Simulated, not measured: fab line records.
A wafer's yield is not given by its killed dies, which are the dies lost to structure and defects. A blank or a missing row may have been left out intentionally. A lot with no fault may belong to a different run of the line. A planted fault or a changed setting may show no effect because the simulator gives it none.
Which of the tools did it? / flow gf180mcu / 36 wafers from 12 lots sampled at 5 of the route's 602 steps

WHAT THE GAUGES READ, wafer by wafer
GF_MVPSD_TW_MEAS_11. Usual: for MVPSD_TW the level is 556 and the standard deviation is 5.4.
lot=L169; measured=day 5 07:00; on=film metro-03; MVPSD_TW=557 560 558; flag=
lot=L171; measured=day 5 18:16; on=film metro-03; MVPSD_TW=560 559 560; flag=
lot=L174; measured=day 6 12:22; on=film metro-03; MVPSD_TW=556 558 555; flag=
lot=L175; measured=day 6 17:17; on=film metro-01; MVPSD_TW=565 559 561; flag=
lot=L176; measured=day 6 23:51; on=film metro-01; MVPSD_TW=566 563 565; flag=
lot=L177; measured=day 7 09:55; on=film metro-03; MVPSD_TW=554 556 553; flag=
lot=L180; measured=day 8 03:06; on=film metro-03; MVPSD_TW=559 565 561; flag=
lot=L182; measured=day 8 12:16; on=film metro-01; MVPSD_TW=559 560 561; flag=
lot=L187; measured=day 9 18:48; on=film metro-01; MVPSD_TW=565 564 562; flag=
lot=L188; measured=day 9 23:55; on=film metro-03; MVPSD_TW=556 555 555; flag=
lot=L189; measured=day 10 06:06; on=film metro-01; MVPSD_TW=563 559 564; flag=
lot=L191; measured=day 10 20:22; on=film metro-03; MVPSD_TW=557 558 555; flag=

GF_VT_IMPLANT_TW_MEAS_21. Usual: for VT_IMPLANT_2_TW the level is 1219 and the standard deviation is 8.3.
lot=L169; measured=day 6 12:47; on=film metro-03; VT_IMPLANT_2_TW=1217 1226 1216; flag=
lot=L171; measured=day 7 00:08; on=film metro-01; VT_IMPLANT_2_TW=1233 1228 1232; flag=
lot=L174; measured=day 7 18:40; on=film metro-04; VT_IMPLANT_2_TW=30 30 30; flag=OFF
lot=L175; measured=day 8 00:28; on=film metro-03; VT_IMPLANT_2_TW=30 30 30; flag=OFF
lot=L176; measured=day 8 07:58; on=film metro-03; VT_IMPLANT_2_TW=30 31 30; flag=OFF
lot=L177; measured=day 8 19:24; on=film metro-01; VT_IMPLANT_2_TW=1227 1230 1229; flag=
lot=L180; measured=day 9 13:07; on=film metro-03; VT_IMPLANT_2_TW=1210 1217 1212; flag=
lot=L182; measured=day 9 23:08; on=film metro-04; VT_IMPLANT_2_TW=1214 1216 1207; flag=
lot=L187; measured=day 11 07:42; on=film metro-03; VT_IMPLANT_2_TW=1219 1219 1218; flag=
lot=L188; measured=day 11 12:45; on=film metro-03; VT_IMPLANT_2_TW=1213 1217 1217; flag=
lot=L189; measured=day 11 19:10; on=film metro-03; VT_IMPLANT_2_TW=1217 1214 1224; flag=
lot=L191; measured=day 12 10:01; on=film metro-04; VT_IMPLANT_2_TW=1212 1208 1211; flag=

GF_POLY_GATE_CD_MEAS_18. Usual: cd nm at 280.4 nm, with a standard deviation of 1.9.
lot=L169; measured=day 9 12:33; on=cd sem-02; cd nm (nm)=280.1 278.3 279.6; flag=
lot=L171; measured=day 10 02:20; on=cd sem-01; cd nm (nm)=282.3 277.6 280.5; flag=
lot=L177; measured=day 12 07:58; on=cd sem-01; cd nm (nm)=281.4 281.8 281.4; flag=
lot=L180; measured=day 13 03:49; on=cd sem-02; cd nm (nm)=282.6 282.0 283.4; flag=
lot=L182; measured=day 13 10:56; on=cd sem-02; cd nm (nm)=284.8 283.4 280.6; flag=
lot=L187; measured=day 14 21:27; on=cd sem-02; cd nm (nm)=281.5 281.6 284.8; flag=
lot=L188; measured=day 15 04:19; on=cd sem-02; cd nm (nm)=279.6 280.4 279.3; flag=
lot=L189; measured=day 15 12:17; on=cd sem-01; cd nm (nm)=280.3 280.0 280.6; flag=
lot=L191; measured=day 16 06:46; on=cd sem-01; cd nm (nm)=281.6 278.9 281.9; flag=

TOOL THAT RAN EACH LOT (tool first, then ch and the chambers of the sampled wafers, then the start)
lot=L169; GF_VT_IMPLANT_STRIP_09=plasma asher-04 ch 1, day 5 21:46; GF_VT_IMPLANT_STRIP_20=plasma asher-02 ch 0,1, day 6 12:41
lot=L171; GF_VT_IMPLANT_STRIP_09=plasma asher-02 ch 0,1, day 6 09:05; GF_VT_IMPLANT_STRIP_20=plasma asher-02 ch 0,1, day 7 00:03
lot=L174; GF_VT_IMPLANT_STRIP_09=plasma asher-02 ch 0,1, day 7 03:16; GF_VT_IMPLANT_STRIP_20=plasma asher-04 ch 0,1, day 7 18:34
lot=L175; GF_VT_IMPLANT_STRIP_09=plasma asher-04 ch 0,1, day 7 08:13; GF_VT_IMPLANT_STRIP_20=plasma asher-01 ch 0,1, day 8 00:23
lot=L176; GF_VT_IMPLANT_STRIP_09=plasma asher-04 ch 0,1, day 7 15:30; GF_VT_IMPLANT_STRIP_20=plasma asher-01 ch 0,1, day 8 07:52
lot=L177; GF_VT_IMPLANT_STRIP_09=plasma asher-02 ch 0,1, day 8 02:46; GF_VT_IMPLANT_STRIP_20=plasma asher-01 ch 0,1, day 8 19:18
lot=L180; GF_VT_IMPLANT_STRIP_09=plasma asher-04 ch 0, day 8 19:36; GF_VT_IMPLANT_STRIP_20=plasma asher-04 ch 0,1, day 9 13:01
lot=L182; GF_VT_IMPLANT_STRIP_09=plasma asher-04 ch 0,1, day 9 05:27; GF_VT_IMPLANT_STRIP_20=plasma asher-04 ch 0,1, day 9 23:02
lot=L187; GF_VT_IMPLANT_STRIP_09=plasma asher-04 ch 0,1, day 10 13:06; GF_VT_IMPLANT_STRIP_20=plasma asher-01 ch 0,1, day 11 07:36
lot=L188; GF_VT_IMPLANT_STRIP_09=plasma asher-02 ch 0,1, day 10 18:22; GF_VT_IMPLANT_STRIP_20=plasma asher-02 ch 0,1, day 11 12:39
lot=L189; GF_VT_IMPLANT_STRIP_09=plasma asher-01 ch 0,1, day 11 00:10; GF_VT_IMPLANT_STRIP_20=plasma asher-01 ch 0,1, day 11 19:04
lot=L191; GF_VT_IMPLANT_STRIP_09=plasma asher-02 ch 0,1, day 11 14:33; GF_VT_IMPLANT_STRIP_20=plasma asher-04 ch 1, day 12 09:54
- GF_VT_IMPLANT_STRIP_09: strips in O2/N2.
- GF_VT_IMPLANT_STRIP_20: strips in O2/N2.

WHAT THE TOOLS THEMSELVES READ (means of the sampled wafers that have a number; where no wafer has one, the mark that the record gives instead)
GF_VT_IMPLANT_STRIP_09. Usual: chamber pressure mTorr 1499.8 mTorr, standard deviation 1.2; drypump motor current A 5.8 A, standard deviation 0.39; heater power w 330 W, standard deviation 33; oes product au 0.716 a.u., standard deviation 0.005; strip time to endpoint s 12.63 s, standard deviation 0.037.
lot=L169; tool=plasma asher-04; chamber pressure mTorr (mTorr)=1499.5; drypump motor current A (A)=6.3; heater power w (W)=308; oes product au (a.u.)=0.716; strip time to endpoint s (s)=12.59; flag=
lot=L171; tool=plasma asher-02; chamber pressure mTorr (mTorr)=1500.5; drypump motor current A (A)=5.9; heater power w (W)=360; oes product au (a.u.)=0.709; strip time to endpoint s (s)=12.64; flag=
lot=L174; tool=plasma asher-02; chamber pressure mTorr (mTorr)=-; drypump motor current A (A)=-; heater power w (W)=-; oes product au (a.u.)=-; strip time to endpoint s (s)=-; flag=OFF
lot=L175; tool=plasma asher-04; chamber pressure mTorr (mTorr)=-; drypump motor current A (A)=-; heater power w (W)=-; oes product au (a.u.)=-; strip time to endpoint s (s)=-; flag=OFF
lot=L176; tool=plasma asher-04; chamber pressure mTorr (mTorr)=-; drypump motor current A (A)=-; heater power w (W)=-; oes product au (a.u.)=-; strip time to endpoint s (s)=-; flag=OFF
lot=L177; tool=plasma asher-02; chamber pressure mTorr (mTorr)=1499.9; drypump motor current A (A)=5.9; heater power w (W)=364; oes product au (a.u.)=0.714; strip time to endpoint s (s)=12.57; flag=
lot=L180; tool=plasma asher-04; chamber pressure mTorr (mTorr)=1498.9; drypump motor current A (A)=5.5; heater power w (W)=301; oes product au (a.u.)=0.718; strip time to endpoint s (s)=12.66; flag=
lot=L182; tool=plasma asher-04; chamber pressure mTorr (mTorr)=1500.3; drypump motor current A (A)=6.1; heater power w (W)=303; oes product au (a.u.)=0.715; strip time to endpoint s (s)=12.61; flag=
lot=L187; tool=plasma asher-04; chamber pressure mTorr (mTorr)=1500.1; drypump motor current A (A)=5.8; heater power w (W)=305; oes product au (a.u.)=0.715; strip time to endpoint s (s)=12.67; flag=
lot=L188; tool=plasma asher-02; chamber pressure mTorr (mTorr)=1500.4; drypump motor current A (A)=6.1; heater power w (W)=345; oes product au (a.u.)=0.716; strip time to endpoint s (s)=12.58; flag=
lot=L189; tool=plasma asher-01; chamber pressure mTorr (mTorr)=1500.6; drypump motor current A (A)=5.3; heater power w (W)=326; oes product au (a.u.)=0.718; strip time to endpoint s (s)=12.59; flag=
lot=L191; tool=plasma asher-02; chamber pressure mTorr (mTorr)=1498.6; drypump motor current A (A)=5.9; heater power w (W)=357; oes product au (a.u.)=0.713; strip time to endpoint s (s)=12.69; flag=

GF_VT_IMPLANT_STRIP_20. Usual: chamber pressure mTorr 1499.8 mTorr, standard deviation 1.5; drypump motor current A 5.8 A, standard deviation 0.39; heater power w 335 W, standard deviation 33; oes product au 0.716 a.u., standard deviation 0.0045; strip time to endpoint s 12.60 s, standard deviation 0.034.
lot=L169; tool=plasma asher-02; chamber pressure mTorr (mTorr)=1498.4; drypump motor current A (A)=5.9; heater power w (W)=362; oes product au (a.u.)=0.717; strip time to endpoint s (s)=12.64; flag=
lot=L171; tool=plasma asher-02; chamber pressure mTorr (mTorr)=1499.9; drypump motor current A (A)=6.0; heater power w (W)=343; oes product au (a.u.)=0.716; strip time to endpoint s (s)=12.62; flag=
lot=L174; tool=plasma asher-04; chamber pressure mTorr (mTorr)=1500.0; drypump motor current A (A)=5.8; heater power w (W)=301; oes product au (a.u.)=0.720; strip time to endpoint s (s)=27.54; flag=OFF
lot=L175; tool=plasma asher-01; chamber pressure mTorr (mTorr)=1498.3; drypump motor current A (A)=5.2; heater power w (W)=348; oes product au (a.u.)=0.719; strip time to endpoint s (s)=27.59; flag=OFF
lot=L176; tool=plasma asher-01; chamber pressure mTorr (mTorr)=1500.6; drypump motor current A (A)=5.2; heater power w (W)=353; oes product au (a.u.)=0.720; strip time to endpoint s (s)=27.59; flag=OFF
lot=L177; tool=plasma asher-01; chamber pressure mTorr (mTorr)=1500.5; drypump motor current A (A)=5.3; heater power w (W)=325; oes product au (a.u.)=0.716; strip time to endpoint s (s)=12.57; flag=
lot=L180; tool=plasma asher-04; chamber pressure mTorr (mTorr)=1500.5; drypump motor current A (A)=6.1; heater power w (W)=297; oes product au (a.u.)=0.712; strip time to endpoint s (s)=12.63; flag=
lot=L182; tool=plasma asher-04; chamber pressure mTorr (mTorr)=1500.9; drypump motor current A (A)=5.8; heater power w (W)=303; oes product au (a.u.)=0.717; strip time to endpoint s (s)=12.60; flag=
lot=L187; tool=plasma asher-01; chamber pressure mTorr (mTorr)=1500.1; drypump motor current A (A)=5.2; heater power w (W)=348; oes product au (a.u.)=0.710; strip time to endpoint s (s)=12.56; flag=
lot=L188; tool=plasma asher-02; chamber pressure mTorr (mTorr)=1499.8; drypump motor current A (A)=5.9; heater power w (W)=365; oes product au (a.u.)=0.715; strip time to endpoint s (s)=12.63; flag=
lot=L189; tool=plasma asher-01; chamber pressure mTorr (mTorr)=1501.1; drypump motor current A (A)=5.2; heater power w (W)=351; oes product au (a.u.)=0.712; strip time to endpoint s (s)=12.63; flag=
lot=L191; tool=plasma asher-04; chamber pressure mTorr (mTorr)=1499.5; drypump motor current A (A)=6.3; heater power w (W)=303; oes product au (a.u.)=0.719; strip time to endpoint s (s)=12.59; flag=

THE ANSWER, worked out from the rows above alone
Rule: lot off if the mean of its wafers having a number is beyond 3 standard deviations from the usual mean. A lot without any number at a reading at which 4 lots or more have one is off too. The other lots that the step has rows for count as sound. The gauges are gone through in route order, then the tools' own readings, and for those a lot's mean is taken as printed above. The first step at which some lot is off is used, and at that step the reading that is off furthest; a lot without a number counts as furthest.
Off: L174, L175, L176, at GF_VT_IMPLANT_TW_MEAS_21 (VT_IMPLANT_2_TW).
A tool fits if, at a process step before that reading, it ran every lot that is off, and no sound lot after the first of them. The gauges at GF_VT_IMPLANT_TW_MEAS_21 aren't tried: what is off there is off at GF_VT_IMPLANT_STRIP_09 too, on other tools, and a gauge's error can't cause that. None of those tried fits.

WHAT HAD BEEN PUT IN BY THE SIMULATOR
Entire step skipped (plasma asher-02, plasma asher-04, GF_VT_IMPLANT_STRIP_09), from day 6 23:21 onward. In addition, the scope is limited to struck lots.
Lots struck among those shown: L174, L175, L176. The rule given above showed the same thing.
